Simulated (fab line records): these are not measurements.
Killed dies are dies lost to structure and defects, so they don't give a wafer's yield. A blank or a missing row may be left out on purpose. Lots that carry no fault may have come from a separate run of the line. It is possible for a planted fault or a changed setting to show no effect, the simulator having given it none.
Which tool did it? | flow gf180mcu | Sampling: 15 lots, 45 wafers, 5 of 602 route steps

## WHAT THE GAUGES READ, wafer by wafer
GF_VT_IMPLANT_TW_MEAS_32.
lot  | measured     | on            | VT_IMPLANT_3_TW
L474 | day 6 20:20  | film_metro-03 | 274.2 274.6 271.9
L475 | day 7 00:56  | film_metro-02 | 269.9 270.1 269.4
L476 | day 7 09:17  | film_metro-03 | 272.7 274.3 272.6
L478 | day 8 00:01  | film_metro-02 | 269.7 270.3 269.9
L479 | day 8 05:55  | film_metro-03 | 272.6 273.5 275.4
L480 | day 8 12:52  | film_metro-02 | 270.3 270.5 269.8
L487 | day 10 15:04 | film_metro-02 | 268.7 269.4 270.2
L488 | day 10 22:37 | film_metro-04 | 266.1 267.0 266.0
L489 | day 11 05:56 | film_metro-03 | 272.9 272.5 271.2
L491 | day 11 12:56 | film_metro-03 | 270.3 270.8 271.0
L492 | day 11 19:32 | film_metro-03 | 272.8 273.4 271.3
L493 | day 11 23:49 | film_metro-03 | 272.0 271.3 271.9
L494 | day 12 14:46 | film_metro-02 | 270.8 269.7 269.5
L495 | day 12 16:01 | film_metro-03 | 271.6 271.3 270.5
L497 | day 13 05:11 | film_metro-03 | 274.0 273.8 273.8

GF_HV_LDD_RS_MEAS_53: uses a four-point probe to measure.
lot  | measured     | on            | HV_LDD_RS (ohm/sq)
L474 | day 12 03:57 | film_metro-04 | 418.5 419.4 420.4
L475 | day 12 13:55 | film_metro-04 | 419.9 421.3 419.0
L476 | day 12 22:07 | film_metro-03 | 420.2 418.7 419.1
L478 | day 13 15:09 | film_metro-01 | 418.8 419.2 418.6
L479 | day 14 01:17 | film_metro-04 | 419.4 418.0 417.2
L480 | day 14 09:37 | film_metro-04 | 419.2 418.6 417.7
L487 | day 17 00:28 | film_metro-03 | 416.4 415.7 416.0
L488 | day 17 07:37 | film_metro-04 | 414.9 415.2 414.8
L489 | day 17 21:01 | film_metro-03 | 413.8 414.1 413.3
L491 | day 18 00:25 | film_metro-04 | 420.4 420.0 419.8
L492 | day 18 14:04 | film_metro-04 | 419.2 419.2 418.4
L493 | day 18 16:26 | film_metro-01 | 418.8 420.0 419.2
L494 | day 19 09:39 | film_metro-01 | 418.6 418.1 418.1
L495 | day 19 11:12 | film_metro-01 | 418.7 418.1 418.2
L497 | day 20 03:35 | film_metro-01 | 417.8 417.9 419.2

GF_NSD_CD_MEAS_07: the cd target is 400 nm.
lot  | measured     | on        | cd_nm (nm)
L474 | day 13 05:59 | cd_sem-01 | 401 402 401
L475 | day 13 12:58 | cd_sem-01 | 403 404 402
L476 | day 13 20:45 | cd_sem-02 | 398 397 397
L478 | day 14 13:35 | cd_sem-01 | 399 399 398
L479 | day 15 00:02 | cd_sem-01 | 399 400 400
L480 | day 15 09:08 | cd_sem-02 | 396 398 397
L487 | day 18 02:26 | cd_sem-02 | 400 400 400
L488 | day 18 09:47 | cd_sem-01 | 395 397 396
L489 | day 18 23:24 | cd_sem-02 | 400 401 398
L491 | day 19 03:15 | cd_sem-02 | 397 399 399
L492 | day 19 15:51 | cd_sem-02 | 396 395 397
L493 | day 19 18:32 | cd_sem-01 | 400 403 403
L494 | day 20 12:50 | cd_sem-02 | 407 406 410
L495 | day 20 14:17 | cd_sem-01 | 394 394 396
L497 | day 21 06:03 | cd_sem-02 | 399 399 398

GF_PSD_OVL_MEAS_08.
lot  | measured     | on         | PSD_OVL (nm)
L474 | day 14 02:03 | overlay-02 | 1.9 1.2 2.2
L475 | day 14 10:28 | overlay-02 | -1.0 -0.2 -0.8
L476 | day 14 17:28 | overlay-02 | 0.1 -0.1 0.6
L478 | day 15 11:15 | overlay-01 | -0.5 -0.7 -0.3
L479 | day 15 22:44 | overlay-01 | -0.3 2.2 1.8
L480 | day 16 07:27 | overlay-02 | 1.2 2.0 1.6
L487 | day 19 02:24 | overlay-02 | 1.4 0.3 1.8
L488 | day 19 10:26 | overlay-02 | 0.3 0.5 1.3
L489 | day 19 23:55 | overlay-02 | 2.0 1.3 1.1
L491 | day 20 04:16 | overlay-01 | 1.8 0.0 0.8
L492 | day 20 16:16 | overlay-02 | 1.0 3.5 1.6
L493 | day 20 18:42 | overlay-02 | 0.6 0.4 0.2
L494 | day 21 13:06 | overlay-02 | 3.2 2.9 0.8
L495 | day 21 14:36 | overlay-01 | -0.6 -2.4 -0.9
L497 | day 22 06:13 | overlay-01 | 0.1 2.1 1.1

## EACH LOT AND THE TOOL THAT RAN IT (in order: tool; ch and the chambers of the sampled wafers; start)
lot  | GF_HV_LDD_RTA_52
L474 | rtp_anneal-02 ch 0, day 12 03:53
L475 | rtp_anneal-01 ch 0, day 12 13:49
L476 | rtp_anneal-02 ch 0, day 12 22:02
L478 | rtp_anneal-02 ch 0, day 13 15:05
L479 | rtp_anneal-01 ch 0, day 14 01:13
L480 | rtp_anneal-01 ch 0, day 14 09:33
L487 | rtp_anneal-02 ch 0, day 17 00:23
L488 | rtp_anneal-02 ch 0, day 17 07:33
L489 | rtp_anneal-02 ch 0, day 17 20:57
L491 | rtp_anneal-01 ch 0, day 18 00:20
L492 | rtp_anneal-01 ch 0, day 18 13:59
L493 | rtp_anneal-01 ch 0, day 18 16:22
L494 | rtp_anneal-01 ch 0, day 19 09:35
L495 | rtp_anneal-01 ch 0, day 19 11:08
L497 | rtp_anneal-01 ch 0, day 20 03:31
- GF_HV_LDD_RTA_52: time 10 s.

## WHAT THE TOOLS THEMSELVES READ (means of the sampled wafers that have a number; where no wafer has one, the mark that the record gives instead)
GF_HV_LDD_RTA_52.
lot  | tool          | lamp_power_pct (%) | wafer_temp_C_max
L474 | rtp_anneal-02 | 29.5               | 1003.1
L475 | rtp_anneal-01 | 33.0               | 1006.0
L476 | rtp_anneal-02 | 29.5               | 1003.1
L478 | rtp_anneal-02 | 29.5               | 1002.7
L479 | rtp_anneal-01 | 33.0               | 1006.9
L480 | rtp_anneal-01 | 33.0               | 1007.1
L487 | rtp_anneal-02 | 21.5               | 880.8
L488 | rtp_anneal-02 | 21.5               | 881.7
L489 | rtp_anneal-02 | 21.5               | 881.0
L491 | rtp_anneal-01 | 33.1               | 1006.2
L492 | rtp_anneal-01 | 33.1               | 1005.1
L493 | rtp_anneal-01 | 33.1               | 1005.1
L494 | rtp_anneal-01 | 33.0               | 1006.6
L495 | rtp_anneal-01 | 33.1               | 1006.2
L497 | rtp_anneal-01 | 33.1               | 1007.4

## THE ANSWER, worked out from the rows above alone
Rule: usual is defined by the lots themselves. Put in order of their means at a reading, lots are off if they are a third of the lots or fewer, leave a main group of 4 or more, and stand apart from it by a gap of 3 or more times the standard deviation of the main group's means; of several such gaps the widest counts. A main group whose means are all the same, to the digits that the tables above print for the reading, isn't used. Also off: a lot with no number at a reading for which 4 or more lots have one. All remaining lots with rows at the step are treated as sound. First the gauges in route order, then the tools' own readings, where a lot's mean is used as printed above. At the first step where some lot is off, the reading lying furthest off is the one used; lots without a number count as furthest.
Off: L487, L488, L489, at GF_HV_LDD_RS_MEAS_53 (HV_LDD_RS). For the main group the mean is 419.0 ohm/sq and the standard deviation 0.65.
A tool fits if, at a process step before that reading, it ran every lot that is off, and no sound lot after the first of them. The gauges at GF_HV_LDD_RS_MEAS_53 aren't tried: what is off there is off at GF_HV_LDD_RTA_52 too, on other tools, and a gauge's error can't cause that. One fits: rtp_anneal-02 at GF_HV_LDD_RTA_52. Its last sound lot is L478 (day 13 15:05), its first lot that is off L487 (day 17 00:23): a fault that began between those two fits.
The tool's own readings at GF_HV_LDD_RTA_52 bear it out: on the lots that are off they differ by more than 5 times the standard deviation of the sound lots' means. lamp_power_pct reads 21.5 % there against 32.2 % on the sound lots; wafer_temp_C_max reads 881.2 there against 1005.5 on the sound lots.

## WHAT WAS PUT IN BY THE SIMULATOR
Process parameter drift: rtp_anneal-02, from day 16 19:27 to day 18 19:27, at GF_HV_LDD_RTA_52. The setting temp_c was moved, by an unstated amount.
Shown lots that were struck: L487, L488, L489. The rule given above showed the same thing.
